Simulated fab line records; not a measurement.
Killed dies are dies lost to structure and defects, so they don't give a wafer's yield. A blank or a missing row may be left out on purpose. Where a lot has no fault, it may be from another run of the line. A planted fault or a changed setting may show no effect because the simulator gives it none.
Comparing a struck lot with a sound one + flow sky130 + 17 out of 708 route steps
Sound: the wafers L322.3, L322.4, L322.6. Struck: wafers L341.3, L341.5, L341.6. The cause comes at the end.
Order at every step that has rows: each side's tool, ch and its chambers, its first start. Under that, the readings that differ: sound wafers + struck wafers + difference of the means + sigmas: that difference in standard deviations of wafers without a fault.
alike: a reading whose means differ by less than 2 such deviations, as well as words and numbers matching on both sides. not compared: withheld readings; readings where some wafer has no value; bounds like >300 that might hide an equal value; numbers whose values overlap and for which the record gives no deviation.
A row with sigmas, a row that says differs or no value, or rows on one side alone: a step with any of these is where the two part. Non-overlapping numbers with no deviation appear without sigmas and do not part them. A reading missing from all wafers of one side parts the sides only when that side holds two or more wafers.

SKY_LDD_HVN_OVL_MEAS_07:
  sound on overlay-01 at day 20 06:29; struck on overlay-01 at day 28 06:09
  alike: LDD_HVN_OVL
then, 1 step without rows for these wafers: SKY_LDD_HVN_IMPLANT_08.
SKY_LDD_HVN_STRIP_09: strips in O2/N2.
  sound on plasma-asher-02 ch 0,1, day 20 06:41; struck on plasma-asher-02 ch 0,1, day 28 06:26
  alike: drypump-motor-current-A, oes-product-au, strip-time-to-endpoint-s
  not compared: rf-hours-counter-h
SKY_LDD_HVN_TW_MEAS_10:
  sound on film-metro-04 at day 20 06:46; struck on film-metro-01 at day 28 06:31
  alike: LDD_HVN_TW
then, 7 steps without rows for these wafers: SKY_LDD_HVP_DEHYDRATE_00 (time 60 s); SKY_LDD_HVP_HMDS_01 (prime time 60 s); SKY_LDD_HVP_COAT_02 (resist thk 300 nm); SKY_LDD_HVP_SOFTBAKE_03 (time 60 s); SKY_LDD_HVP_EXPOSE_04 (exposes mask HVPTM, target cd 700 nm); SKY_LDD_HVP_PEB_05; SKY_LDD_HVP_DEVELOP_06 (develop time 60 s).
SKY_LDD_HVP_OVL_MEAS_07:
  sound on overlay-02 at day 21 13:08; struck on overlay-02 at day 29 09:35
  alike: LDD_HVP_OVL
SKY_LDD_HVP_IMPLANT_08:
  sound on implanter-01 ch 0, day 21 13:12; struck on implanter-03 ch 0, day 29 10:17
| reading            | sound                            | struck                           | difference  | sigmas      |
|--------------------|----------------------------------|----------------------------------|-------------|-------------|
| dose-ions-cm2      | 1.6989e+13 1.6998e+13 1.7012e+13 | 1.9158e+13 1.9149e+13 1.9138e+13 | +2.1487e+12 | +99 or more |
| faraday-current-uA | 95.4 95.7 94.3                   | 107.9 106.7 108.7                | +12.6       | +7          |
SKY_LDD_HVP_STRIP_09: strips in O2/N2.
  sound on plasma-asher-03 ch 0,1, day 21 13:20; struck on plasma-asher-03 ch 0,1, day 29 10:25
  alike: drypump-motor-current-A, oes-product-au, strip-time-to-endpoint-s
  not compared: rf-hours-counter-h
SKY_LDD_HVP_TW_MEAS_10:
  sound on film-metro-04 at day 21 13:25; struck on film-metro-02 at day 29 10:30
| reading    | sound       | struck      | difference | sigmas |
|------------|-------------|-------------|------------|--------|
| LDD_HVP_TW | 458 458 458 | 470 472 472 | +13        | +4     |
then, 1 step without rows for these wafers: SKY_LDD_LDN_DEHYDRATE_00 (time 60 s).
-- a jump in the record: the struck wafers' starts before and after are 21 days apart (it breaks off in module LDD_LDN and resumes in module PAD_OPEN, where the first step shown is number 708 of the route) --
SKY_PAD_OPEN_PROBE_99:
  sound on prober-01 at day 45 17:38; struck on prober-02 at day 50 20:50
| reading                        | sound          | struck         | difference | sigmas |
|--------------------------------|----------------|----------------|------------|--------|
| model.etest.tip_p_5v.rs-ohm-sq | 2877 2852 2870 | 2630 2607 2616 | -249       |        |
  alike: killed_at_M0_to_M3, killed_at_M4_up, killed-at-contacts, killed-at-front-end, killed-at-other, killed-dies, killed-open, killed-short

## WHERE THEY PART
Earliest at SKY_LDD_HVP_IMPLANT_08; latest, in this record, at SKY_LDD_HVP_TW_MEAS_10. Later steps at which nothing parts them and some readings are alike: SKY_PAD_OPEN_PROBE_99.

WHY: what had been put in by the simulator
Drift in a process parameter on implanter-03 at SKY_LDD_HVP_IMPLANT_08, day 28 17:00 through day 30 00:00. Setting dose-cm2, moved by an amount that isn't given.
